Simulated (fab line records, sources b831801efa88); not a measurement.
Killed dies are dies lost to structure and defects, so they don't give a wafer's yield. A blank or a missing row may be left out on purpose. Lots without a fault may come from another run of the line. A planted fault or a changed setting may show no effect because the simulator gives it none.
Which tool did it? | flow gf180mcu | 12 lots, 36 wafers sampled, at 6 steps of a route of 602

WHAT THE GAUGES READ, wafer by wafer
GF_DUAL_GATE_THK_MEAS_03. Usual: DUAL_GATE_OXIDATION_00_THK 10.87 nm, standard deviation 0.18.
lot  | measured     | on            | DUAL_GATE_OXIDATION_00_THK (nm) | flag
L673 | day 7 13:09  | film_metro-02 | 10.68 10.67 10.40               |
L674 | day 7 20:53  | film_metro-02 | 10.90 10.67 10.82               |
L675 | day 8 03:25  | film_metro-01 | 10.96 10.80 10.98               |
L676 | day 8 12:13  | film_metro-02 | 10.68 10.74 10.72               |
L677 | day 8 18:50  | film_metro-02 | 11.01 10.94 10.92               |
L678 | day 9 01:37  | film_metro-04 | 11.18 11.03 11.06               |
L680 | day 9 19:05  | film_metro-04 | 10.74 10.74 10.83               |
L688 | day 12 03:58 | film_metro-02 | 10.89 10.91 10.93               |
L692 | day 13 00:01 | film_metro-04 | 10.66 10.64 10.75               |
L693 | day 13 12:18 | film_metro-02 | 10.77 10.66 10.77               |
L694 | day 13 15:16 | film_metro-02 | 11.15 10.88 11.24               |
L696 | day 14 05:04 | film_metro-01 | 10.99 11.09 10.99               |

GF_POLY_GATE_THK_MEAS_17. Usual: POLY_GATE_OXIDATION_THK 4.03 nm, standard deviation 0.079.
lot  | measured     | on            | POLY_GATE_OXIDATION_THK (nm) | flag
L673 | day 9 01:57  | film_metro-02 | 4.01 3.92 4.03               |
L674 | day 9 10:58  | film_metro-02 | 4.11 4.06 4.00               |
L675 | day 9 19:48  | film_metro-01 | 4.03 4.06 4.08               |
L676 | day 10 03:04 | film_metro-03 | 4.02 3.98 3.98               |
L677 | day 10 11:15 | film_metro-02 | 4.14 3.98 4.07               |
L678 | day 10 18:49 | film_metro-01 | 3.96 4.02 4.02               |
L680 | day 11 11:14 | film_metro-01 | 3.99 3.96 3.98               |
L688 | day 14 04:28 | film_metro-03 | 4.24 4.19 4.18               |
L692 | day 14 22:08 | film_metro-03 | 3.96 3.94 3.92               |
L693 | day 15 12:41 | film_metro-03 | 4.15 4.06 4.13               |
L694 | day 15 13:51 | film_metro-02 | 4.13 4.14 4.08               |
L696 | day 16 04:02 | film_metro-03 | 3.94 4.01 4.01               |

GF_HV_LDD_TW_MEAS_38. Usual: HV_LDD_3_TW 1429, standard deviation 14.
lot  | measured     | on            | HV_LDD_3_TW    | flag
L673 | day 11 08:59 | film_metro-03 | 1449 1453 1453 |
L674 | day 11 18:43 | film_metro-04 | 1432 1438 1434 |
L675 | day 12 02:45 | film_metro-04 | 1416 1422 1430 |
L676 | day 12 12:04 | film_metro-01 | 1525 1525 1519 | OFF
L677 | day 12 20:13 | film_metro-04 | 1528 1534 1530 | OFF
L678 | day 13 04:50 | film_metro-01 | 1426 1436 1428 |
L680 | day 13 22:53 | film_metro-03 | 1569 1573 1572 | OFF
L688 | day 16 22:24 | film_metro-03 | 1451 1448 1459 |
L692 | day 17 16:53 | film_metro-01 | 1422 1416 1416 |
L693 | day 18 09:25 | film_metro-04 | 1424 1427 1423 |
L694 | day 18 10:05 | film_metro-01 | 1424 1421 1426 |
L696 | day 19 03:06 | film_metro-01 | 1425 1425 1423 |

GF_HV_LDD_RS_MEAS_53: measures by four-point-probe. Usual: HV_LDD_RS 418.7 ohm/sq, standard deviation 0.93.
lot  | measured     | on            | HV_LDD_RS (ohm/sq) | flag
L673 | day 12 03:57 | film_metro-04 | 418.5 419.4 420.4  |
L674 | day 12 13:55 | film_metro-04 | 419.9 421.3 419.0  |
L675 | day 12 22:07 | film_metro-03 | 420.2 418.7 419.1  |
L676 | day 13 07:23 | film_metro-01 | 399.3 398.7 399.8  | OFF
L677 | day 13 15:09 | film_metro-01 | 400.0 400.3 399.8  | OFF
L678 | day 14 01:17 | film_metro-04 | 419.4 418.0 417.2  |
L680 | day 14 19:45 | film_metro-01 | 398.5 399.8 399.7  | OFF
L688 | day 17 21:01 | film_metro-03 | 417.7 417.9 417.1  |
L692 | day 18 16:26 | film_metro-01 | 418.8 420.0 419.2  |
L693 | day 19 09:39 | film_metro-01 | 418.6 418.1 418.1  |
L694 | day 19 11:12 | film_metro-01 | 418.7 418.1 418.2  |
L696 | day 20 03:35 | film_metro-01 | 417.8 417.9 419.2  |

WHICH TOOL RAN EACH LOT (tool, then ch and the chambers of the sampled wafers, then the start)
lot  | GF_HV_LDD_IMPLANT_36            | GF_HV_LDD_STRIP_37
L673 | implanter-03 ch 0, day 11 08:44 | plasma_asher-04 ch 0,1, day 11 08:53
L674 | implanter-02 ch 0, day 11 18:29 | plasma_asher-04 ch 0,1, day 11 18:37
L675 | implanter-03 ch 0, day 12 02:31 | plasma_asher-01 ch 0,1, day 12 02:38
L676 | implanter-03 ch 0, day 12 11:31 | plasma_asher-01 ch 0,1, day 12 11:58
L677 | implanter-04 ch 0, day 12 19:38 | plasma_asher-04 ch 0,1, day 12 20:07
L678 | implanter-02 ch 0, day 13 04:35 | plasma_asher-04 ch 0,1, day 13 04:44
L680 | implanter-02 ch 0, day 13 22:19 | plasma_asher-04 ch 0,1, day 13 22:47
L688 | implanter-04 ch 0, day 16 22:10 | plasma_asher-01 ch 0, day 16 22:17
L692 | implanter-04 ch 0, day 17 16:38 | plasma_asher-01 ch 0,1, day 17 16:47
L693 | implanter-02 ch 0, day 18 09:10 | plasma_asher-02 ch 0, day 18 09:19
L694 | implanter-03 ch 0, day 18 09:50 | plasma_asher-02 ch 1, day 18 09:59
L696 | implanter-02 ch 0, day 19 02:52 | plasma_asher-04 ch 0,1, day 19 02:59
- GF_HV_LDD_IMPLANT_36
- GF_HV_LDD_STRIP_37: strips in O2/N2.

WHAT THE TOOLS THEMSELVES READ (means of the sampled wafers that have a number; where no wafer has one, the mark that the record gives instead)
GF_HV_LDD_IMPLANT_36. Usual: tilt_deg 29.998 degrees, standard deviation 0.021.
lot  | tool         | tilt_deg (degrees) | flag
L673 | implanter-03 | 29.996             |
L674 | implanter-02 | 30.000             |
L675 | implanter-03 | 29.976             |
L676 | implanter-03 | 29.987             |
L677 | implanter-04 | 30.023             |
L678 | implanter-02 | 29.991             |
L680 | implanter-02 | 30.012             |
L688 | implanter-04 | 30.004             |
L692 | implanter-04 | 29.975             |
L693 | implanter-02 | 29.981             |
L694 | implanter-03 | 30.008             |
L696 | implanter-02 | 30.009             |

GF_HV_LDD_STRIP_37. Usual: drypump_motor_current_A 5.5 A, standard deviation 0.34; heater_power_w 341 W, standard deviation 45; oes_product_au 0.716 a.u., standard deviation 0.0051; strip_time_to_endpoint_s 12.63 s, standard deviation 0.036.
lot  | tool            | drypump_motor_current_A (A) | heater_power_w (W) | oes_product_au (a.u.) | strip_time_to_endpoint_s (s) | flag
L673 | plasma_asher-04 | 5.6                         | 309                | 0.717                 | 12.64                        |
L674 | plasma_asher-04 | 5.3                         | 310                | 0.716                 | 12.67                        |
L675 | plasma_asher-01 | 5.7                         | 316                | 0.719                 | 12.64                        |
L676 | plasma_asher-01 | 5.7                         | 313                | 0.720                 | 12.65                        |
L677 | plasma_asher-04 | 5.6                         | 315                | 0.718                 | 12.65                        |
L678 | plasma_asher-04 | 5.3                         | 311                | 0.719                 | 12.69                        |
L680 | plasma_asher-04 | 5.2                         | 310                | 0.713                 | 12.61                        |
L688 | plasma_asher-01 | 5.9                         | 332                | 0.711                 | 12.64                        |
L692 | plasma_asher-01 | 5.8                         | 317                | 0.720                 | 12.62                        |
L693 | plasma_asher-02 | 5.5                         | 394                | 0.716                 | 12.60                        |
L694 | plasma_asher-02 | 5.6                         | 418                | 0.716                 | 12.64                        |
L696 | plasma_asher-04 | 5.3                         | 310                | 0.710                 | 12.64                        |

THE ANSWER, worked out from the rows above alone
Rule: a lot is off if the mean of its wafers that have a number lies more than 3 standard deviations from the usual mean. A lot without any number at a reading at which 4 lots or more have one is off too. The other lots that the step has rows for count as sound. The gauges are gone through in route order, then the tools' own readings, and for those a lot's mean is taken as printed above. The first step at which some lot is off is used, and at that step the reading that is off furthest; a lot without a number counts as furthest.
Off: L676, L677, L680, at GF_HV_LDD_TW_MEAS_38 (HV_LDD_3_TW).
A tool fits if, at a process step before that reading, it ran every lot that is off, and no sound lot after the first of them. The gauges at GF_HV_LDD_TW_MEAS_38 are tried like those tools. None of those tried fits.

WHAT THE SIMULATOR HAD PUT IN
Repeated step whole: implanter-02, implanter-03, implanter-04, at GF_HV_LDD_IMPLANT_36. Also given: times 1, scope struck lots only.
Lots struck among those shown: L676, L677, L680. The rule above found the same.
